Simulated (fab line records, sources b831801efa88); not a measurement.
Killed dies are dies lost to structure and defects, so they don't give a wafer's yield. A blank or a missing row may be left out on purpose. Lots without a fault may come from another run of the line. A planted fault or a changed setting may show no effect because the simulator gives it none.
fab line records | flow sky130
record lots=7 wafers=20 last_day=50
route steps=708 shown METAL3@556 PAD_OPEN@708
lots that met no fault: from a run of the same line without faults
start_h: hours from the record's first day to the start of the lot's first wafer shown | wait_h: hours since the lot's step before | " the same as in the row above | L1.1+2: a row that stands for several wafers | - no value, or no start given | * or withheld: withheld | < > ~ a bound
route shown NAME@n: a module of which the file shows steps, and the number in the route of the first | usual: mean/standard deviation of fault-free wafers | same: alike in all rows | chamber/n: place in a boat | sites: the reading at each site | _std_site: their standard deviation | _edge_site: outer sites' mean less inner sites' | radius_mm: how far each site lies from the wafer's centre | mask NAME#n: copy n | behind: the tool/chamber that last shaped the wafer | hold: why the lot was held/for how many hours/how that ended | device: the transistor (n, p or np) that didn't switch | end of line: the same wafers' tests at the end of the route | a step without rows: its recipe alone | killed: dies lost to structure and defects at the first sort, not the wafer's yield | map: a wafer's dies, x killed, . not, _ none there
set.NAME: the setting as run; set.NAME@STEP: as run at that earlier step | model.NAME: the simulator's own value behind a step, which no gauge read
lots at some steps of the route; a table a step, a row a wafer
services: from which hour (start_h, from the record's first day; less than 0 if before it) a tool's chamber was out of use, for how many hours, and why
## steps
# step SKY_METAL3_HMDS_06
# recipe prime_time_s=60 prime_temp_c=120
# step SKY_METAL3_COAT_07
# recipe resist=BARC temp_c=withheld time_s=withheld spin_rpm=3000 resist_thk_nm=60
# step SKY_METAL3_COAT_08
# recipe resist=KrF-thick spin_rpm=3000 resist_thk_nm=1140
# step SKY_METAL3_SOFTBAKE_09
# recipe temp_c=100 time_s=90 resist=KrF-thick
# step SKY_METAL3_EXPOSE_10
# recipe mask_id=MM3 na=0.68 source_shape=annular sigma_inner=0.4 sigma_outer=0.8 target_cd_nm=300 dose_mj=28
# step SKY_METAL3_PEB_11
# recipe peb_temp_c=withheld peb_time_s=withheld resist=KrF-thick
# step SKY_METAL3_DEVELOP_12
# recipe develop_time_s=60 resist=KrF-thick dev_temp_c=21
# step SKY_METAL3_CD_MEAS_13
# recipe target_cd_nm=300
# usual cd_nm=299.8/1.6
# columns lot.wafer tool chamber start_h wait_h cd_nm
L832.1 cd_sem-02 - 920.98 - 297.7
L832.5 " - " " 298.8
L832.6 " - " " 299.9
L842.1 cd_sem-02 - 986.58 - 302.5
L842.3 " - " " 301.8
L842.5 " - " " 300.7
L844.3 cd_sem-01 - 996.67 - 300.1
L844.6 " - " " 301.6
L845.1 cd_sem-01 - 1005.18 - 296.5
L845.3 " - " " 298.3
L845.4 " - " " 298.7
L846.1 cd_sem-02 - 1012.84 - 296.9
L846.4 " - " " 296.6
L846.6 " - " " 297.9
L852.1 cd_sem-02 - 1041.02 - 300.1
L852.4 " - " " 299.7
L852.5 " - " " 301.0
L853.2 cd_sem-01 - 1052.34 - 298.3
L853.4 " - " " 299.4
L853.5 " - " " 298.0
# step SKY_METAL3_OVL_MEAS_14
# usual METAL3_OVL=2/7.5
# columns lot.wafer tool chamber start_h wait_h METAL3_OVL[nm]
L832.1 overlay-02 - 921.10 0.1 -1
L832.5 " - " " 1
L832.6 " - " " 1
L842.1 overlay-01 - 986.70 0.1 6
L842.3 " - " " 6
L842.5 " - " " 3
L844.3 overlay-02 - 996.76 0.1 5
L844.6 " - " " 2
L845.1 overlay-01 - 1005.30 0.1 5
L845.3 " - " " 2
L845.4 " - " " 16
L846.1 overlay-02 - 1012.96 0.1 -4
L846.4 " - " " -5
L846.6 " - " " -8
L852.1 overlay-02 - 1041.14 0.1 -13
L852.4 " - " " -1
L852.5 " - " " -15
L853.2 overlay-02 - 1052.45 0.1 11
L853.4 " - " " 6
L853.5 " - " " 5
# step SKY_METAL3_DESCUM_15
# recipe chemistry=O2 source_power_w=150 bias_power_w=0 pressure_mtorr=10 temp_c=40 time_s=8
# usual drypump_motor_current_A=5.8/0.6 oes_product_au=0.998/0.0068
# columns lot.wafer tool chamber start_h wait_h drypump_motor_current_A oes_product_au rf_hours_counter_h
L832.1 rie_metal-02 1 921.13 0.0 6.4 0.999 5
L832.5 " 0 " " 5.3 0.992 -
L832.6 " 1 " " 6.4 0.993 -
L842.1 rie_metal-03 1 986.73 0.0 6.1 0.988 17
L842.3 " 1 " " 6.0 0.985 -
L842.5 " 1 " " 6.1 0.990 -
L844.3 rie_metal-03 0 996.79 0.0 6.4 0.995 -
L844.6 " 0 " " 6.4 0.990 -
L845.1 rie_metal-03 0 1005.33 0.0 6.4 0.992 11
L845.3 " 1 " " 6.1 0.998 -
L845.4 " 0 " " 6.4 0.988 -
L846.1 rie_metal-02 1 1012.99 0.0 6.4 0.999 10
L846.4 " 0 " " 5.4 0.989 -
L846.6 " 1 " " 6.4 0.995 -
L852.1 rie_metal-04 1 1041.18 0.0 5.9 0.993 18
L852.4 " 1 " " 5.9 0.987 -
L852.5 " 0 " " 4.7 1.007 -
L853.2 rie_metal-04 1 1052.48 0.0 5.8 1.000 18
L853.4 " 1 " " 5.8 0.993 -
L853.5 " 0 " " 4.7 1.011 -
# step SKY_METAL3_ETCH_16
# recipe chemistry=N2/H2 target=BARC ion_energy_ev=200 bias_w=100 pressure_mtorr=30 n2_flow_sccm=100 h2_flow_sccm=200 icp_w=500 stop_on=SiO2 time_s=88.2 target_depth_a=600
# usual drypump_motor_current_A=5.8/0.59 n2_flow_sccm=100.0/0.32 oes_product_au=0.625/0.005 run_length_s=116.9/0.73 throttle_valve_pct=13.205/0.0099
# columns lot.wafer tool chamber start_h wait_h drypump_motor_current_A n2_flow_sccm oes_product_au rf_hours_counter_h run_length_s throttle_valve_pct
L832.1 rie_metal-02 1 921.16 0.0 6.4 99.9 0.634 5 117.4 13.204
L832.5 " 0 " " 5.4 100.3 0.619 - 117.3 13.210
L832.6 " 1 " " 6.4 100.1 0.627 - 116.8 13.220
L842.1 rie_metal-03 1 986.76 0.0 6.0 100.1 0.617 17 116.7 13.203
L842.3 " 1 " " 6.1 99.8 0.633 - 116.9 13.206
L842.5 " 1 " " 6.1 100.2 0.621 - 117.5 13.206
L844.3 rie_metal-03 0 996.85 0.0 6.3 99.5 0.615 - 115.7 13.194
L844.6 " 0 " " 6.4 99.5 0.625 - 116.0 13.188
L845.1 rie_metal-03 0 1005.36 0.0 6.3 99.9 0.623 11 116.0 13.183
L845.3 " 1 " " 6.1 100.2 0.629 - 116.9 13.208
L845.4 " 0 " " 6.4 100.1 0.625 - 116.0 13.216
L846.1 rie_metal-02 1 1013.03 0.0 6.4 99.9 0.626 10 116.8 13.206
L846.4 " 0 " " 5.3 99.4 0.631 - 117.2 13.211
L846.6 " 1 " " 6.4 99.3 0.623 - 117.2 13.199
L852.1 rie_metal-04 1 1041.21 0.0 5.8 100.3 0.624 18 116.6 13.194
L852.4 " 1 " " 5.9 100.1 0.624 - 116.1 13.199
L852.5 " 0 " " 4.7 99.6 0.616 - 116.8 13.218
L853.2 rie_metal-04 1 1052.51 0.0 5.9 100.0 0.626 18 116.4 13.203
L853.4 " 1 " " 5.9 99.7 0.627 - 116.2 13.205
L853.5 " 0 " " 4.7 100.0 0.625 - 117.3 13.200
# step SKY_METAL3_ETCH_17
# recipe target=SiO2 stop_on=TiN chemistry=C4F8/O2/Ar source_w=1500 bias_w=1200 pressure_mtorr=40 c4f8_flow_sccm=withheld O2_flow_sccm=6 Ar_flow_sccm=300 time_s=3.9 target_depth_a=150
# usual oes_product_au=0.756/0.0068
# columns lot.wafer tool chamber start_h wait_h oes_product_au rf_hours_counter_h
L832.1 rie_diel-01 3 921.26 0.1 0.755 11
L832.5 " 1 " " 0.756 -
L832.6 " 2 " " 0.755 -
L842.1 rie_diel-02 0 986.86 0.1 0.750 10
L842.3 " 1 " " 0.739 7
L842.5 " 0 " " 0.766 -
L844.3 rie_diel-02 0 996.91 0.0 0.759 10
L844.6 " 0 " " 0.760 -
L845.1 rie_diel-03 0 1005.46 0.1 0.751 27
L845.3 " 3 " " 0.755 5
L845.4 " 1 " " 0.748 9
L846.1 rie_diel-02 1 1013.12 0.1 0.759 8
L846.4 " 0 " " 0.765 -
L846.6 " 2 " " 0.768 -
L852.1 rie_diel-01 0 1041.31 0.1 0.753 13
L852.4 " 1 " " 0.751 -
L852.5 " 2 " " 0.763 -
L853.2 rie_diel-02 3 1052.61 0.1 0.748 2
L853.4 " 2 " " 0.752 12
L853.5 " 1 " " 0.756 -
# step SKY_METAL3_METAL_ETCH_18
# recipe target_depth_a=8450 stop_on=SiO2 over_etch_frac=0.3 time_s=183.1 chemistry=Cl2/BCl3 resist_sidewall_deg=88 pressure_mtorr=10 icp_w=900 bias_w=48.5 Cl2_flow_sccm=60 bcl3_flow_sccm=30
# usual drypump_motor_current_A=5.7/0.65 oes_product_au=0.868/0.0063 run_length_s=211.6/0.76 throttle_valve_pct=22.265/0.009
# columns lot.wafer tool chamber start_h wait_h drypump_motor_current_A oes_product_au rf_hours_counter_h run_length_s throttle_valve_pct model.KrF-thick_of_METAL3_COAT_08.thk_nm model.METAL3.cd_nm model.SiO2_of_VIA2_HDPCVD_00.thk_nm
L832.1 rie_metal-04 0 921.28 0.0 4.6 0.871 9 211.9 22.251 529.4 298.2 465.7
L832.5 " 0 " " 4.7 0.877 - 211.7 22.259 530.2 297.1 465.8
L832.6 " 1 " " 5.8 0.870 - 211.0 22.261 533.5 299.4 467.1
L842.1 rie_metal-02 0 986.88 0.0 5.3 0.870 18 211.9 22.266 533.4 300.4 464.2
L842.3 " 1 " " 6.4 0.872 - 211.7 22.268 533.2 301.1 465
L842.5 " 0 " " 5.3 0.871 - 212.2 22.271 531.5 301.4 464.5
L844.3 rie_metal-04 0 996.99 0.1 4.7 0.857 - 211.6 22.268 523.1 300.6 464.5
L844.6 " 0 " " 4.7 0.984 - 192.0 22.273 587.3 310 469.5
L845.1 rie_metal-04 1 1005.48 0.0 5.8 0.976 16 191.6 22.249 583.5 298.5 469.5
L845.3 " 0 " " 4.7 0.870 - 211.5 22.277 526.8 296.8 465.4
L845.4 " 1 " " 5.9 0.869 - 211.2 22.266 525.3 293.8 466.1
L846.1 rie_metal-04 0 1013.14 0.0 4.7 0.976 14 192.1 22.271 580.3 304.5 468
L846.4 " 1 " " 5.9 0.869 - 210.9 22.250 522.8 296.7 464.9
L846.6 " 1 " " 5.9 0.975 - 191.5 22.267 585.3 304.2 467.3
L852.1 rie_metal-03 1 1041.33 0.0 6.1 0.875 20 211.8 22.262 521.9 302.7 463.6
L852.4 " 0 " " 6.4 0.868 - 210.6 22.279 526.2 299 462.6
L852.5 " 1 " " 6.1 0.869 - 211.8 22.260 530.5 303.7 464.1
L853.2 rie_metal-03 0 1052.63 0.0 6.4 0.861 14 210.8 22.261 539.9 298.2 467
L853.4 " 1 " " 6.1 0.865 - 212.3 22.261 537.2 303.4 465.4
L853.5 " 1 " " 6.1 0.860 - 211.9 22.279 533.4 299.8 465.4
# step SKY_METAL3_STRIP_19
# recipe chemistry=O2/N2 power_w=1400 pressure_mtorr=1500 platen_temp_c=withheld o2_flow_sccm=3000 n2_flow_sccm=300 overash_fraction=0.5
# usual drypump_motor_current_A=5.9/0.45 n2_flow_sccm=299.9/0.96 oes_product_au=0.504/0.0052 strip_time_to_endpoint_s=6.56/0.054
# columns lot.wafer tool chamber start_h wait_h drypump_motor_current_A n2_flow_sccm oes_product_au rf_hours_counter_h strip_time_to_endpoint_s
L832.1 plasma_asher-03 0 921.46 0.1 5.4 299.5 0.504 75 6.53
L832.5 " 1 " " 6.6 301.0 0.507 - 6.56
L832.6 " 0 " " 5.4 299.4 0.502 - 6.60
L842.1 plasma_asher-01 1 987.06 0.1 6.0 300.3 0.500 23 6.59
L842.3 " 0 " " 5.5 299.6 0.503 - 6.60
L842.5 " 0 " " 5.5 300.6 0.495 - 6.57
L844.3 plasma_asher-01 1 997.14 0.1 6.0 300.3 0.505 - 6.51
L844.6 " 1 " " 6.0 299.7 0.526 - 7.11
L845.1 plasma_asher-02 0 1005.66 0.1 6.3 299.2 0.529 59 7.09
L845.3 " 1 " " 5.4 300.3 0.495 - 6.53
L845.4 " 0 " " 6.2 300.6 0.513 - 6.52
L846.1 plasma_asher-02 0 1013.32 0.1 6.2 300.5 0.528 60 7.06
L846.4 " 0 " " 6.2 299.9 0.501 - 6.47
L846.6 " 0 " " 6.2 301.4 0.532 - 7.12
L852.1 plasma_asher-03 0 1041.51 0.1 5.4 298.1 0.505 87 6.49
L852.4 " 1 " " 6.6 300.8 0.508 - 6.53
L852.5 " 1 " " 6.6 301.4 0.509 - 6.56
L853.2 plasma_asher-03 0 1052.81 0.1 5.4 301.0 0.513 89 6.67
L853.4 " 1 " " 6.5 301.7 0.505 - 6.64
L853.5 " 0 " " 5.4 300.9 0.500 - 6.59
# step SKY_METAL3_STRIP_20
# recipe chemistry=post_etch_residue_remover time_s=1200 temp_c=72.5
# step SKY_PAD_OPEN_PROBE_99
# usual defect_limited_yield=82.3/2 killed_at_M0_to_M3=43/7.3 killed_at_M4_up=3.2/1.8 killed_at_contacts=24/5.8 killed_at_front_end=16/4.5 killed_at_other=0.3/0.53 killed_dies=87/9.9 killed_open=48/6.8 killed_short=39/6.9 sort_bin_3_pad_short=0.8/0.42 sort_bin_5_function=10.4/1.6 sort_bin_6_memory=6.4/1.2 sort_n_pass=405/9.9 sort_yield_pct=82.3/2
# same gross_dies=492 killed_at_back_side=0 sort_bin_4_leakage[%]=0 sort_bin_8_speed[%]=0
# columns lot.wafer tool chamber start_h wait_h defect_limited_yield[%] killed_at_M0_to_M3 killed_at_M4_up killed_at_contacts killed_at_front_end killed_at_other killed_dies killed_open killed_short sort_bin_3_pad_short[%] sort_bin_5_function[%] sort_bin_6_memory[%] sort_n_pass sort_yield_pct[%] model.etest.met3.width_nm
L832.1 prober-01 - 1092.89 0.1 84.1 38 0 19 21 0 78 45 33 0.8 8.9 6.1 414 84.1 297.8
L832.5 prober-01 - 1093.09 0.2 79.9 46 5 24 23 1 99 48 51 1.2 11.2 7.7 393 79.9 294.4
L832.6 prober-01 - 1093.14 0.2 82.9 41 1 24 18 0 84 53 31 0.6 9.3 7.1 408 82.9 298.9
L842.1 prober-02 - 1142.88 0.1 82.7 34 2 24 25 0 85 48 37 0.6 10.0 6.7 407 82.7 299.1
L842.3 prober-02 - 1142.98 0.2 81.5 43 3 28 16 1 91 51 40 0.4 12.6 5.5 401 81.5 296.7
L842.5 prober-02 - 1143.08 0.2 81.5 45 3 33 10 0 91 57 34 0.2 12.4 5.9 401 81.5 298.6
L844.3 prober-01 - 1153.57 0.2 82.1 43 2 26 17 0 88 51 37 1.0 11.0 5.9 404 82.1 299.1
L844.6 prober-01 - 1153.72 0.2 80.9 40 2 35 17 0 94 52 42 1.2 9.6 8.3 398 80.9 309.8
L845.1 prober-02 - 1158.26 0.1 80.9 48 2 16 27 1 94 49 45 1.4 11.8 5.9 398 80.9 295.8
L845.3 prober-02 - 1158.36 0.2 82.9 49 2 17 16 0 84 37 47 1.0 10.8 5.3 408 82.9 298.6
L845.4 prober-02 - 1158.41 0.2 79.7 53 7 28 12 0 100 46 54 1.2 13.4 5.7 392 79.7 292.7
L846.1 prober-01 - 1162.99 0.1 82.1 46 6 19 16 1 88 45 43 1.6 9.8 6.5 404 82.1 305.8
L846.4 prober-01 - 1163.14 0.2 82.1 39 4 29 16 0 88 49 39 1.6 9.1 7.1 404 82.1 299.1
L846.6 prober-01 - 1163.24 0.2 78.3 54 1 28 24 0 107 59 48 0.4 15.0 6.3 385 78.3 307
L852.1 prober-01 - 1184.83 0.1 81.9 39 0 35 15 0 89 49 40 0.8 10.0 7.3 403 81.9 301
L852.4 prober-01 - 1184.98 0.2 81.1 56 1 17 19 0 93 54 39 1.4 9.8 7.7 399 81.1 301.6
L852.5 prober-01 - 1185.03 0.2 81.5 48 2 26 15 0 91 52 39 0 11.2 7.3 401 81.5 304.2
L853.2 prober-02 - 1193.20 0.1 76.2 58 5 33 21 0 117 61 56 1.0 14.6 8.1 375 76.2 295.1
L853.4 prober-02 - 1193.30 0.2 84.8 42 3 13 17 0 75 49 26 0 10.0 5.3 417 84.8 298.9
L853.5 prober-02 - 1193.35 0.2 85.8 34 3 19 14 0 70 37 33 0.6 6.9 6.7 422 85.8 301.2
# killed by level:class
L832.1 VIA1:geometric_particle:open=11 CONTACT:geometric_particle:open=10 FIELD_ISO:geometric_particle:short=7 LI_CONTACT:geometric_particle:open=5 METAL1:geometric_particle:short=5 VIA1:geometric_particle:short=5 METAL2:geometric_particle:short=5 FIELD_ISO:geometric_particle:open=4
L832.5 VIA2:geometric_particle:open=10 VIA1:geometric_particle:open=9 FIELD_ISO:geometric_particle:short=7 LI_CONTACT:geometric_particle:open=7 VIA1:geometric_particle:short=6 CONTACT:geometric_particle:open=5 VIA3:geometric_particle:short=5 POLY_GATE:geometric_particle:short=4
L832.6 VIA1:geometric_particle:open=12 CONTACT:geometric_particle:open=8 VIA2:geometric_particle:open=6 VIA3:geometric_particle:open=6 FIELD_ISO:geometric_particle:open=5 POLY_GATE:geometric_particle:short=5 POLY_GATE:geometric_particle:open=5 LI_CONTACT:geometric_particle:open=5
L842.1 CONTACT:geometric_particle:open=13 VIA1:geometric_particle:open=9 POLY_GATE:geometric_particle:short=7 FIELD_ISO:geometric_particle:open=6 METAL2:geometric_particle:short=6 FIELD_ISO:geometric_particle:short=5 VIA2:geometric_particle:open=4 VIA3:geometric_particle:open=4
L842.3 VIA1:geometric_particle:open=13 CONTACT:geometric_particle:open=12 CONTACT:geometric_particle:short=7 VIA2:geometric_particle:open=7 LI_CONTACT:geometric_particle:open=6 FIELD_ISO:geometric_particle:short=5 POLY_GATE:geometric_particle:short=5 VIA1:geometric_particle:short=5
L842.5 VIA1:geometric_particle:open=16 CONTACT:geometric_particle:open=13 VIA2:geometric_particle:open=8 LI_CONTACT:geometric_particle:short=6 LOCAL_INTERCONNECT:geometric_particle:short=5 CONTACT:geometric_particle:short=5 VIA3:geometric_particle:open=5 LI_CONTACT:geometric_particle:open=4
L844.3 LI_CONTACT:geometric_particle:open=12 VIA2:geometric_particle:open=11 VIA1:geometric_particle:open=9 VIA3:geometric_particle:open=5 METAL2:geometric_particle:short=5 CONTACT:geometric_particle:short=5 CONTACT:geometric_particle:open=5 VIA1:geometric_particle:short=5
L844.6 LI_CONTACT:geometric_particle:open=15 FIELD_ISO:geometric_particle:short=7 VIA1:geometric_particle:open=7 LOCAL_INTERCONNECT:geometric_particle:short=6 CONTACT:geometric_particle:open=6 VIA2:geometric_particle:short=6 FIELD_ISO:geometric_particle:open=5 CONTACT:geometric_particle:short=4
L845.1 VIA2:geometric_particle:open=11 VIA1:geometric_particle:open=11 FIELD_ISO:geometric_particle:short=9 FIELD_ISO:geometric_particle:open=9 METAL2:geometric_particle:short=8 METAL1:geometric_particle:short=7 LI_CONTACT:geometric_particle:open=6 VIA2:geometric_particle:short=4
L845.3 METAL1:geometric_particle:short=12 VIA1:geometric_particle:short=8 FIELD_ISO:geometric_particle:open=7 CONTACT:geometric_particle:open=7 VIA1:geometric_particle:open=6 FIELD_ISO:geometric_particle:short=5 METAL2:geometric_particle:short=5 VIA2:geometric_particle:open=5
L845.4 VIA1:geometric_particle:open=12 METAL1:geometric_particle:short=9 CONTACT:geometric_particle:short=9 VIA1:geometric_particle:short=9 CONTACT:geometric_particle:open=7 VIA2:geometric_particle:open=6 LI_CONTACT:geometric_particle:open=5 METAL2:geometric_particle:short=5
L846.1 VIA1:geometric_particle:open=7 VIA2:geometric_particle:open=7 METAL2:geometric_particle:short=7 LI_CONTACT:geometric_particle:open=6 CONTACT:geometric_particle:open=6 METAL1:geometric_particle:short=6 FIELD_ISO:geometric_particle:short=5 VIA3:geometric_particle:open=5
L846.4 CONTACT:geometric_particle:open=13 LI_CONTACT:geometric_particle:open=10 VIA1:geometric_particle:open=8 METAL3:geometric_particle:short=6 CONTACT:geometric_particle:short=5 VIA1:geometric_particle:short=5 METAL2:geometric_particle:short=5 FIELD_ISO:geometric_particle:short=4
L846.6 CONTACT:geometric_particle:open=14 VIA1:geometric_particle:open=12 LI_CONTACT:geometric_particle:open=10 METAL2:geometric_particle:short=9 FIELD_ISO:geometric_particle:short=8 METAL1:geometric_particle:short=7 POLY_GATE:geometric_particle:short=6 VIA3:geometric_particle:short=6
L852.1 CONTACT:geometric_particle:open=12 VIA1:geometric_particle:open=10 LI_CONTACT:geometric_particle:open=8 METAL2:geometric_particle:short=8 LOCAL_INTERCONNECT:geometric_particle:short=7 CONTACT:geometric_particle:short=7 POLY_GATE:geometric_particle:open=5 VIA2:geometric_particle:open=4
L852.4 VIA1:geometric_particle:open=15 VIA3:geometric_particle:open=12 FIELD_ISO:geometric_particle:short=6 FIELD_ISO:geometric_particle:open=6 VIA1:geometric_particle:short=6 VIA2:geometric_particle:open=6 LOCAL_INTERCONNECT:geometric_particle:short=5 CONTACT:geometric_particle:open=5
L852.5 VIA1:geometric_particle:open=12 LI_CONTACT:geometric_particle:open=7 CONTACT:geometric_particle:open=7 VIA3:geometric_particle:short=7 VIA2:geometric_particle:open=6 POLY_GATE:geometric_particle:open=4 LI_CONTACT:geometric_particle:short=4 METAL1:geometric_particle:open=4
L853.2 VIA1:geometric_particle:open=14 METAL2:geometric_particle:short=11 CONTACT:geometric_particle:open=10 LI_CONTACT:geometric_particle:open=9 METAL1:geometric_particle:short=7 POLY_GATE:geometric_particle:open=6 VIA3:geometric_particle:open=6 VIA2:geometric_particle:short=6
L853.4 VIA1:geometric_particle:open=16 POLY_GATE:geometric_particle:open=5 POLY_GATE:geometric_particle:short=5 VIA3:geometric_particle:open=5 CONTACT:geometric_particle:short=4 VIA2:geometric_particle:open=4 FIELD_ISO:geometric_particle:open=3 SPACER:geometric_particle:open=3
L853.5 LI_CONTACT:geometric_particle:open=7 CONTACT:geometric_particle:open=6 METAL2:geometric_particle:short=6 VIA3:geometric_particle:open=6 FIELD_ISO:geometric_particle:short=5 VIA2:geometric_particle:open=5 POLY_GATE:geometric_particle:open=4 METAL1:geometric_particle:short=4
## services
# columns tool chamber start_h hours kind
rie_metal-04 - 919.38 0.6 repair
rie_diel-03 0 927.88 3.5 repair
plasma_asher-02 - 936.70 1.1 repair
rie_metal-04 - 981.89 0.3 repair
rie_diel-02 3 988.49 2.6 repair
rie_diel-02 3 991.11 - clean
rie_diel-02 3 991.11 25.7 scheduled_down
rie_diel-02 3 991.11 25.7 vent_cycle
rie_diel-01 - 991.22 2.8 pm
rie_diel-03 3 992.40 1.3 repair
rie_diel-02 1 1013.53 10.8 repair
rie_diel-03 - 1021.90 2.8 pm
rie_diel-01 3 1036.92 49.9 repair
## key
first_sign step=SKY_METAL3_METAL_ETCH_18 reading=run_length_s direction=down sigmas=26 usual=* struck=*
effect step=SKY_METAL3_METAL_ETCH_18 reading=oes_product_au direction=up sigmas=17 usual=0.868 struck=0.978
effect step=SKY_METAL3_STRIP_19 reading=strip_time_to_endpoint_s direction=up sigmas=10 usual=* struck=*
model_effect step=SKY_METAL3_METAL_ETCH_18 value=KrF-thick_of_METAL3_COAT_08.thk_nm without=525.9 struck=584.1
model_effect step=SKY_PAD_OPEN_PROBE_99 value=etest.met3.width_nm without=298.2 struck=304.6
met_at SKY_METAL3_METAL_ETCH_18
struck_wafers L844.6,L845.1,L846.1,L846.6
onset_between 921.28 996.99
fault kind=process_parameter_drift tool=rie_metal-04 chamber=- onset_h=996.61 steps=SKY_METAL3_METAL_ETCH_18 channel=time_s offset=* shape=step end_h=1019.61 scope=struck_wafers_only acts_in=* stated=*
